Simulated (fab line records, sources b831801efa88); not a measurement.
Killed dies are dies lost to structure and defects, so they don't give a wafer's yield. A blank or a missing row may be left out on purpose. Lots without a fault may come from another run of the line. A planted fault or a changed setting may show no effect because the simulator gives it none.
fab line records | flow gf180mcu
record lots=24 wafers=72 last_day=34
route steps=602 shown M4@462 V4@480 V5@555 TOP_METAL@572
lots that met no fault: from a run of the same line without faults
start_h: hours from the record's first day to the start of the lot's first wafer shown | wait_h: hours since the lot's step before | " the same as in the row above | L1.1+2: a row that stands for several wafers | - no value, or no start given | * or withheld: withheld | < > ~ a bound
route shown NAME@n: a module of which the file shows steps, and the number in the route of the first | usual: mean/standard deviation of fault-free wafers | same: alike in all rows | chamber/n: place in a boat | sites: the reading at each site | _std_site: their standard deviation | _edge_site: outer sites' mean less inner sites' | radius_mm: how far each site lies from the wafer's centre | mask NAME#n: copy n | behind: the tool/chamber that last shaped the wafer | hold: why the lot was held/for how many hours/how that ended | device: the transistor (n, p or np) that didn't switch | end of line: the same wafers' tests at the end of the route | a step without rows: its recipe alone | killed: dies lost to structure and defects at the first sort, not the wafer's yield | map: a wafer's dies, x killed, . not, _ none there
set.NAME: the setting as run; set.NAME@STEP: as run at that earlier step | model.NAME: the simulator's own value behind a step, which no gauge read
steps of the route over a sample of lots; a table a step, a row a wafer
services: from which hour (start_h, from the record's first day; less than 0 if before it) a tool's chamber was out of use, for how many hours, and why
## steps
# step GF_M4_THK_MEAS_06
# recipe thk_meas_gauge=xrf reads=AlCu_of_M4_SPUTTER_02
# usual M4_ALCU_THK=469/6.1
# columns lot.wafer tool chamber start_h wait_h M4_ALCU_THK[nm]
L074.1 film_metro-01 - 519.15 0.1 469
L074.4 " - " " 472
L074.5 " - " " 473
L075.1 film_metro-04 - 525.24 0.1 466
L075.2 " - " " 475
L075.3 " - " " 465
L076.1 film_metro-03 - 543.09 0.1 473
L076.3 " - " " 483
L076.5 " - " " 475
L077.2 film_metro-03 - 549.06 0.1 471
L077.3 " - " " 475
L077.5 " - " " 474
L078.1 film_metro-03 - 554.83 0.1 463
L078.3 " - " " 465
L078.5 " - " " 468
L079.1 film_metro-03 - 560.73 0.1 464
L079.2 " - " " 468
L079.3 " - " " 471
L080.1 film_metro-03 - 575.33 0.1 465
L080.2 " - " " 466
L080.5 " - " " 464
L081.1 film_metro-03 - 578.88 0.1 467
L081.3 " - " " 460
L081.5 " - " " 465
L082.3 film_metro-04 - 594.46 0.1 471
L082.4 " - " " 464
L082.5 " - " " 467
L083.3 film_metro-04 - 597.59 0.1 471
L083.4 " - " " 462
L083.6 " - " " 470
L084.1 film_metro-03 - 604.06 0.1 487
L084.4 " - " " 482
L084.5 " - " " 479
L085.2 film_metro-01 - 615.78 0.1 463
L085.5 " - " " 459
L085.6 " - " " 458
L086.1 film_metro-03 - 621.89 0.1 475
L086.3 " - " " 474
L086.6 " - " " 478
L087.1 film_metro-01 - 627.86 0.1 467
L087.5 " - " " 467
L087.6 " - " " 466
L088.1 film_metro-03 - 639.38 0.1 472
L088.2 " - " " 470
L088.4 " - " " 466
L089.1 film_metro-01 - 639.78 0.1 473
L089.2 " - " " 477
L089.3 " - " " 476
L090.1 film_metro-01 - 646.98 0.1 474
L090.4 " - " " 473
L090.6 " - " " 474
L091.2 film_metro-01 - 653.99 0.1 464
L091.3 " - " " 468
L091.6 " - " " 462
L092.1 film_metro-01 - 660.98 0.1 475
L092.3 " - " " 474
L092.6 " - " " 473
L093.1 film_metro-01 - 669.58 0.1 469
L093.2 " - " " 464
L093.5 " - " " 467
L094.2 film_metro-01 - 675.71 0.1 468
L094.3 " - " " 471
L094.4 " - " " 477
L095.1 film_metro-04 - 685.97 0.1 461
L095.5 " - " " 467
L095.6 " - " " 458
L096.3 film_metro-04 - 686.98 0.1 464
L096.5 " - " " 461
L096.6 " - " " 459
L097.2 film_metro-04 - 691.54 0.1 471
L097.4 " - " " 465
L097.5 " - " " 469
# step GF_M4_CD_MEAS_14
# recipe target_cd_nm=280
# usual cd_nm=279.8/1.4
# columns lot.wafer tool chamber start_h wait_h cd_nm
L074.1 cd_sem-01 - 541.50 0.1 279.5
L074.4 " - " " 280.4
L074.5 " - " " 278.2
L075.1 cd_sem-01 - 547.43 0.1 278.6
L075.2 " - " " 277.8
L075.3 " - " " 278.9
L076.1 cd_sem-01 - 564.85 0.1 280.0
L076.3 " - " " 280.6
L076.5 " - " " 280.7
L077.2 cd_sem-01 - 571.27 0.1 278.0
L077.3 " - " " 280.7
L077.5 " - " " 280.1
L078.1 cd_sem-01 - 576.53 0.1 279.4
L078.3 " - " " 280.5
L078.5 " - " " 279.1
L079.1 cd_sem-02 - 582.18 0.1 280.1
L079.2 " - " " 281.7
L079.3 " - " " 281.1
L080.1 cd_sem-02 - 596.83 0.1 280.2
L080.2 " - " " 279.9
L080.5 " - " " 280.4
L081.1 cd_sem-02 - 600.03 0.1 278.9
L081.3 " - " " 280.4
L081.5 " - " " 279.2
L082.3 cd_sem-02 - 614.22 0.1 282.5
L082.4 " - " " 281.4
L082.5 " - " " 282.5
L083.3 cd_sem-01 - 618.54 0.1 279.5
L083.4 " - " " 279.6
L083.6 " - " " 280.3
L084.1 cd_sem-01 - 624.53 0.1 277.6
L084.4 " - " " 278.8
L084.5 " - " " 279.2
L085.2 cd_sem-01 - 635.55 0.1 281.0
L085.5 " - " " 279.4
L085.6 " - " " 279.5
L086.1 cd_sem-01 - 642.10 0.1 282.0
L086.3 " - " " 282.7
L086.6 " - " " 282.6
L087.1 cd_sem-01 - 647.85 0.1 281.1
L087.5 " - " " 281.2
L087.6 " - " " 281.6
L088.1 cd_sem-01 - 659.53 0.1 277.7
L088.2 " - " " 276.5
L088.4 " - " " 277.1
L089.1 cd_sem-02 - 659.75 0.1 280.5
L089.2 " - " " 279.1
L089.3 " - " " 279.4
L090.1 cd_sem-02 - 666.33 0.1 281.0
L090.4 " - " " 280.3
L090.6 " - " " 279.8
L091.2 cd_sem-02 - 672.90 0.1 280.4
L091.3 " - " " 280.4
L091.6 " - " " 279.6
L092.1 cd_sem-01 - 680.08 0.1 278.1
L092.3 " - " " 279.3
L092.6 " - " " 278.3
L093.1 cd_sem-01 - 688.42 0.2 278.6
L093.2 " - " " 278.8
L093.5 " - " " 278.0
L094.2 cd_sem-01 - 694.60 0.1 282.6
L094.3 " - " " 281.2
L094.4 " - " " 281.9
L095.1 cd_sem-02 - 705.08 0.1 282.1
L095.5 " - " " 281.2
L095.6 " - " " 281.3
L096.3 cd_sem-01 - 705.77 0.1 276.7
L096.5 " - " " 277.9
L096.6 " - " " 276.5
L097.2 cd_sem-01 - 710.07 0.1 279.7
L097.4 " - " " 278.0
L097.5 " - " " 279.4
# step GF_V4_CMP_04
# recipe material=SiO2 down_force_psi=4 platen_rpm=60 pad_velocity_m_s=0.94248
# usual motor_current_A=12.2/1.2 time_to_endpoint_s=80/5.1
# columns lot.wafer tool chamber start_h wait_h motor_current_A time_to_endpoint_s
L074.4 cmp-02 1 542.65 0.0 13.1 79
L074.1 " 2 " " 11.3 81
L074.5 " 2 " " 11.6 77
L075.2 cmp-01 0 548.51 0.0 13.6 81
L075.1 " 1 " " 10.6 78
L075.3 " 2 " " 11.7 78
L076.3 cmp-02 1 570.46 4.5 12.7 72
L076.1 " 3 " " 10.2 75
L076.5 " 0 " " 11.2 78
L077.3 cmp-01 3 572.41 0.1 13.4 82
L077.2 " 2 " " 12.3 81
L077.5 " 0 " " 13.1 79
L078.1 cmp-02 1 577.61 0.1 13.6 77
L078.3 " 2 " " 10.8 78
L078.5 " 1 " " 12.9 81
L079.3 cmp-02 3 583.27 0.0 9.9 77
L079.1 " 1 " " 12.8 76
L079.2 " 2 " " 11.5 83
L080.2 cmp-01 3 597.92 0.0 13.0 75
L080.1 " 1 " " 11.1 68
L080.5 " 0 " " 13.0 72
L081.1 cmp-02 0 601.15 0.1 11.3 90
L081.3 " 1 " " 13.3 87
L081.5 " 0 " " 11.5 83
L082.3 cmp-02 1 615.31 0.1 13.4 85
L082.4 " 2 " " 11.1 88
L082.5 " 1 " " 13.4 88
L083.3 cmp-01 0 619.65 0.0 13.7 75
L083.4 " 1 " " 10.8 78
L083.6 " 0 " " 13.6 73
L084.4 cmp-02 1 625.61 0.0 12.9 89
L084.1 " 2 " " 11.7 90
L084.5 " 1 " " 13.2 89
L085.2 cmp-01 0 636.80 0.1 13.9 78
L085.5 " 2 " " 12.2 85
L085.6 " 3 " " 13.6 83
L086.1 cmp-01 3 643.28 0.1 13.0 81
L086.3 " 0 " " 13.6 73
L086.6 " 1 " " 10.6 81
L087.1 cmp-01 1 649.03 0.1 11.1 74
L087.5 " 3 " " 13.5 80
L087.6 " 0 " " 14.3 77
L088.2 cmp-01 3 660.61 0.0 12.7 77
L088.1 " 0 " " 13.8 74
L088.4 " 2 " " 12.2 82
L089.3 cmp-02 2 660.83 0.0 11.6 75
L089.1 " 3 " " 10.2 86
L089.2 " 0 " " 11.0 80
L090.1 cmp-01 2 667.41 0.1 12.7 75
L090.4 " 3 " " 14.1 81
L090.6 " 2 " " 12.0 76
L091.3 cmp-02 0 674.01 0.1 11.6 74
L091.2 " 2 " " 12.0 73
L091.6 " 0 " " 11.1 77
L092.1 cmp-01 3 681.16 0.1 12.9 76
L092.3 " 0 " " 13.8 68
L092.6 " 0 " " 14.7 79
L093.1 cmp-01 2 689.55 0.1 11.8 71
L093.2 " 3 " " 13.2 80
L093.5 " 2 " " 12.3 82
L094.2 cmp-01 3 695.66 0.0 13.4 82
L094.4 " 0 " " 13.4 80
L094.3 " 1 " " 10.8 76
L095.1 cmp-01 2 706.27 0.1 12.4 73
L095.6 " 0 " " 13.4 78
L095.5 " 1 " " 11.3 80
L096.3 cmp-01 2 706.96 0.2 11.8 74
L096.6 " 3 " " 13.4 76
L096.5 " 0 " " 13.1 80
L097.2 cmp-02 0 711.49 0.0 11.3 79
L097.4 " 3 " " 9.9 85
L097.5 " 1 " " 12.7 87
# step GF_V5_OVL_MEAS_15
# usual V5_OVL=2/6.3
# columns lot.wafer tool chamber start_h wait_h V5_OVL[nm]
L074.1 overlay-01 - 632.22 0.1 8
L074.4 " - " " 2
L074.5 " - " " 9
L075.1 overlay-02 - 637.25 0.1 4
L075.2 " - " " 7
L075.3 " - " " 3
L076.1 overlay-01 - 656.05 0.1 -3
L076.3 " - " " 3
L076.5 " - " " -6
L077.2 overlay-02 - 658.56 0.1 2
L077.3 " - " " -2
L077.5 " - " " 5
L078.1 overlay-01 - 663.95 0.1 12
L078.3 " - " " 13
L078.5 " - " " 10
L079.1 overlay-02 - 668.65 0.1 5
L079.2 " - " " 2
L079.3 " - " " 5
L080.1 overlay-02 - 682.65 0.1 -12
L080.2 " - " " -11
L080.5 " - " " -10
L081.1 overlay-01 - 685.85 0.1 3
L081.3 " - " " -1
L081.5 " - " " -4
L082.3 overlay-01 - 696.91 0.1 1
L082.4 " - " " 4
L082.5 " - " " -5
L083.3 overlay-01 - 702.36 0.1 7
L083.4 " - " " 9
L083.6 " - " " 7
L084.1 overlay-01 - 707.92 0.1 9
L084.4 " - " " 6
L084.5 " - " " 11
L085.2 overlay-02 - 716.25 0.1 -2
L085.5 " - " " -2
L085.6 " - " " -3
L086.1 overlay-01 - 722.67 0.1 14
L086.3 " - " " 8
L086.6 " - " " 14
L087.1 overlay-02 - 729.15 0.1 5
L087.5 " - " " 1
L087.6 " - " " 7
L088.1 overlay-01 - 737.42 0.1 3
L088.2 " - " " -5
L088.4 " - " " -1
L089.1 overlay-01 - 738.15 0.1 6
L089.2 " - " " 0
L089.3 " - " " 4
L090.1 overlay-01 - 744.87 0.1 -7
L090.4 " - " " -1
L090.6 " - " " -4
L091.2 overlay-02 - 750.42 0.1 -3
L091.3 " - " " -6
L091.6 " - " " -8
L092.1 overlay-01 - 755.45 0.1 6
L092.3 " - " " 2
L092.6 " - " " 5
L094.2 overlay-01 - 769.70 0.1 13
L094.3 " - " " 3
L094.4 " - " " 10
L093.1 overlay-01 - 770.40 0.1 7
L093.2 " - " " 10
L093.5 " - " " 16
L095.1 overlay-02 - 778.30 0.1 -5
L095.5 " - " " -6
L095.6 " - " " -8
L096.3 overlay-02 - 779.03 0.1 -2
L096.5 " - " " -4
L096.6 " - " " -3
L097.2 overlay-02 - 783.41 0.1 -1
L097.4 " - " " 8
L097.5 " - " " 2
# step GF_V5_THK_MEAS_25
# recipe thk_meas_gauge=xrf reads=W_of_V5_CVD_23
# usual V5_W_THK=335/5.1
# columns lot.wafer tool chamber start_h wait_h V5_W_THK[nm]
L074.1 film_metro-02 - 633.61 0.1 340
L074.4 " - " " 338
L074.5 " - " " 339
L075.1 film_metro-03 - 638.32 0.1 331
L075.2 " - " " 338
L075.3 " - " " 338
L076.1 film_metro-03 - 657.11 0.1 331
L076.3 " - " " 334
L076.5 " - " " 338
L077.2 film_metro-02 - 659.62 0.1 345
L077.3 " - " " 343
L077.5 " - " " 336
L078.1 film_metro-02 - 665.01 0.1 327
L078.3 " - " " 338
L078.5 " - " " 334
L079.1 film_metro-02 - 669.70 0.1 340
L079.2 " - " " 332
L079.3 " - " " 333
L080.1 film_metro-03 - 683.71 0.1 328
L080.2 " - " " 327
L080.5 " - " " 326
L081.1 film_metro-01 - 686.93 0.1 339
L081.3 " - " " 346
L081.5 " - " " 337
L082.3 film_metro-01 - 697.98 0.1 334
L082.4 " - " " 329
L082.5 " - " " 331
L083.3 film_metro-03 - 703.53 0.1 328
L083.4 " - " " 332
L083.6 " - " " 333
L084.1 film_metro-01 - 708.97 0.1 331
L084.4 " - " " 328
L084.5 " - " " 332
L085.2 film_metro-03 - 717.31 0.1 335
L085.5 " - " " 327
L085.6 " - " " 334
L086.1 film_metro-01 - 723.72 0.1 331
L086.3 " - " " 327
L086.6 " - " " 332
L087.1 film_metro-01 - 730.20 0.1 331
L087.5 " - " " 331
L087.6 " - " " 329
L088.1 film_metro-01 - 738.47 0.1 335
L088.2 " - " " 326
L088.4 " - " " 327
L089.1 film_metro-02 - 739.21 0.1 338
L089.2 " - " " 338
L089.3 " - " " 339
L090.1 film_metro-01 - 745.92 0.1 334
L090.4 " - " " 337
L090.6 " - " " 338
L091.2 film_metro-03 - 751.51 0.1 331
L091.3 " - " " 336
L091.6 " - " " 336
L092.1 film_metro-02 - 756.57 0.1 336
L092.3 " - " " 336
L092.6 " - " " 338
L094.2 film_metro-02 - 770.76 0.1 341
L094.3 " - " " 343
L094.4 " - " " 341
L093.1 film_metro-03 - 771.46 0.1 335
L093.2 " - " " 336
L093.5 " - " " 338
L095.1 film_metro-02 - 779.38 0.1 343
L095.5 " - " " 341
L095.6 " - " " 342
L096.3 film_metro-03 - 780.09 0.1 333
L096.5 " - " " 339
L096.6 " - " " 333
L097.2 film_metro-02 - 784.51 0.1 341
L097.4 " - " " 338
L097.5 " - " " 344
# step GF_TOP_METAL_RS_MEAS_05
# recipe thk_meas_gauge=four-point-probe reads=TiN_of_TOP_METAL_SPUTTER_04+Ti_of_TOP_METAL_SPUTTER_03+AlCu_of_TOP_METAL_SPUTTER_02+TiN_of_TOP_METAL_SPUTTER_01+Ti_of_TOP_METAL_SPUTTER_00
# usual TOP_METAL_ALCU_RS=0.0326/0.00045
# columns lot.wafer tool chamber start_h wait_h TOP_METAL_ALCU_RS[ohm/sq]
L074.1 film_metro-04 - 634.20 0.0 0.0333
L074.4 " - " " 0.0326
L074.5 " - " " 0.0330
L075.1 film_metro-03 - 638.90 0.0 0.0332
L075.2 " - " " 0.0332
L075.3 " - " " 0.0330
L076.1 film_metro-03 - 657.69 0.0 0.0326
L076.3 " - " " 0.0332
L076.5 " - " " 0.0329
L077.2 film_metro-03 - 660.21 0.0 0.0328
L077.3 " - " " 0.0333
L077.5 " - " " 0.0331
L078.1 film_metro-01 - 665.59 0.0 0.0335
L078.3 " - " " 0.0325
L078.5 " - " " 0.0335
L079.1 film_metro-03 - 670.28 0.0 0.0325
L079.2 " - " " 0.0324
L079.3 " - " " 0.0319
L080.1 film_metro-04 - 684.29 0.0 0.0327
L080.2 " - " " 0.0329
L080.5 " - " " 0.0324
L081.1 film_metro-03 - 687.51 0.0 0.0322
L081.3 " - " " 0.0321
L081.5 " - " " 0.0321
L082.3 film_metro-03 - 698.58 0.1 0.0334
L082.4 " - " " 0.0333
L082.5 " - " " 0.0329
L083.3 film_metro-04 - 704.14 0.1 0.0318
L083.4 " - " " 0.0323
L083.6 " - " " 0.0317
L084.1 film_metro-01 - 709.55 0.0 0.0323
L084.4 " - " " 0.0323
L084.5 " - " " 0.0321
L085.2 film_metro-01 - 717.90 0.0 0.0328
L085.5 " - " " 0.0333
L085.6 " - " " 0.0326
L086.1 film_metro-01 - 724.30 0.0 0.0328
L086.3 " - " " 0.0326
L086.6 " - " " 0.0327
L087.1 film_metro-04 - 730.78 0.0 0.0333
L087.5 " - " " 0.0326
L087.6 " - " " 0.0334
L088.1 film_metro-03 - 739.05 0.0 0.0324
L088.2 " - " " 0.0321
L088.4 " - " " 0.0322
L089.1 film_metro-04 - 739.79 0.0 0.0321
L089.2 " - " " 0.0317
L089.3 " - " " 0.0318
L090.1 film_metro-04 - 746.69 0.0 0.0323
L090.4 " - " " 0.0326
L090.6 " - " " 0.0324
L091.2 film_metro-04 - 752.56 0.0 0.0325
L091.3 " - " " 0.0323
L091.6 " - " " 0.0322
L092.1 film_metro-01 - 757.15 0.0 0.0321
L092.3 " - " " 0.0323
L092.6 " - " " 0.0320
L094.2 film_metro-01 - 771.35 0.0 0.0333
L094.3 " - " " 0.0325
L094.4 " - " " 0.0329
L093.1 film_metro-04 - 772.04 0.0 0.0325
L093.2 " - " " 0.0326
L093.5 " - " " 0.0323
L095.1 film_metro-04 - 779.96 0.0 0.0323
L095.5 " - " " 0.0323
L095.6 " - " " 0.0325
L096.3 film_metro-03 - 780.69 0.1 0.0327
L096.5 " - " " 0.0328
L096.6 " - " " 0.0322
L097.2 film_metro-01 - 785.10 0.0 0.0335
L097.4 " - " " 0.0332
L097.5 " - " " 0.0326
## services
# columns tool chamber start_h hours kind
cmp-01 - 529.60 3.6 repair
cmp-01 - 545.04 1.6 repair
cmp-02 - 572.05 4.0 pm
cmp-02 - 576.05 - consumable_replace:conditioner
cmp-02 - 576.05 - consumable_replace:pad
cmp-01 - 652.78 1.7 repair
cmp-01 - 666.50 0.3 repair
## key
fault none
